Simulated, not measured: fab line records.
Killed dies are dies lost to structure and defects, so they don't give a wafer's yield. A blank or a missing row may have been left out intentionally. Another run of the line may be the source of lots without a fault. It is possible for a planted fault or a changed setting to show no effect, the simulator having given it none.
A lot that was struck, set against a sound lot || flow gf180mcu || 16 out of 602 route steps
Sound: these wafers, L485.2, L485.4, L485.6. Wafers L491.4, L491.5, L491.6 were the ones struck. The cause is given at the end.
Per side, at each step with rows, come the tool, then ch with its chambers, and then its first start. Under that, the readings that differ: sound wafers || struck wafers || difference of the means || sigmas: that difference in standard deviations of wafers without a fault.
alike: readings whose means differ by less than 2 such deviations, and words and numbers that are the same on both sides. not compared: withheld readings, readings that some wafer has no value for, bounds like >300 that may hide the same value, and numbers for which the record gives no deviation and whose values overlap.
Wherever a step has rows on one side only, a row that says differs or no value, or a row with sigmas, the two part there. Numbers that have no deviation but don't overlap get no sigmas and don't part them. Lack of a reading on every wafer of one side parts them only where that side has two or more wafers.

GF_VT_IMPLANT_OVL_MEAS_18:
  struck on overlay-01, day 8 20:59; sound on overlay-02, day 7 13:34
  alike: VT_IMPLANT_01_OVL
after that, 1 step had no rows for these wafers: GF_VT_IMPLANT_IMPLANT_19.
GF_VT_IMPLANT_STRIP_20: strips in O2/N2.
  sound on plasmaAsher-01 ch 0,1, day 7 13:44; struck on plasmaAsher-01 ch 0,1, day 8 21:11
  alike: drypumpMotorCurrentA, heaterPowerW, oesProductAu, stripTimeToEndpointS
  not compared: rfHoursCounterH
GF_VT_IMPLANT_TW_MEAS_21:
  struck on filmMetro-01, day 8 21:17; sound on filmMetro-02, day 7 13:51
  alike: VT_IMPLANT_2_TW
then, 7 steps without rows for these wafers: GF_VT_IMPLANT_DEHYDRATE_22 (time 60 s); GF_VT_IMPLANT_HMDS_23 (prime time 60 s); GF_VT_IMPLANT_COAT_24 (resist thk 1000 nm); GF_VT_IMPLANT_SOFTBAKE_25 (time 60 s); GF_VT_IMPLANT_EXPOSE_26 (exposes mask LVPWELL HV AREA, target cd 860 nm); GF_VT_IMPLANT_PEB_27; GF_VT_IMPLANT_DEVELOP_28 (develop time 60 s).
GF_VT_IMPLANT_OVL_MEAS_29:
  struck on overlay-01, day 9 13:59; sound on overlay-02, day 8 05:47
  alike: VT_IMPLANT_02_OVL
GF_VT_IMPLANT_IMPLANT_30:
  sound on implanter-01 ch 0, day 8 05:50; struck on implanter-01 ch 0, day 9 14:05
{"reading": "implantIonAmu", "sound": "11 11 11", "struck": "31 31 31", "difference": "+20", "sigmas": ""}
{"reading": "model.implant.rpNm (nm)", "sound": "80.92 80.92 80.92", "struck": "32.37 32.37 32.37", "difference": -48.55, "sigmas": ""}
{"reading": "model.implant.drpNm (nm)", "sound": "35.62 35.62 35.62", "struck": "14.84 14.84 14.84", "difference": -20.78, "sigmas": ""}
GF_VT_IMPLANT_STRIP_31: strips in O2/N2.
  sound on plasmaAsher-04 ch 0, day 8 05:58; struck on plasmaAsher-02 ch 0,1, day 9 14:11
  alike: drypumpMotorCurrentA, heaterPowerW, oesProductAu, stripTimeToEndpointS
  not compared: rfHoursCounterH
GF_VT_IMPLANT_TW_MEAS_32:
  struck on filmMetro-02, day 9 14:31; sound on filmMetro-02, day 8 06:04
{"reading": "VT_IMPLANT_3_TW", "sound": "269 270 270", "struck": "523 519 519", "difference": "+251", "sigmas": "+72"}
  not compared: hold
GF_PASSIVATION_PROBE_99:
  the record holds rows for the sound wafers here (prober-01, day 30 09:10) but none for the struck ones

WHERE THEY PART
At GF_VT_IMPLANT_TW_MEAS_32 first; at GF_PASSIVATION_PROBE_99 last (within this record only).

WHY: what had been put in by the simulator
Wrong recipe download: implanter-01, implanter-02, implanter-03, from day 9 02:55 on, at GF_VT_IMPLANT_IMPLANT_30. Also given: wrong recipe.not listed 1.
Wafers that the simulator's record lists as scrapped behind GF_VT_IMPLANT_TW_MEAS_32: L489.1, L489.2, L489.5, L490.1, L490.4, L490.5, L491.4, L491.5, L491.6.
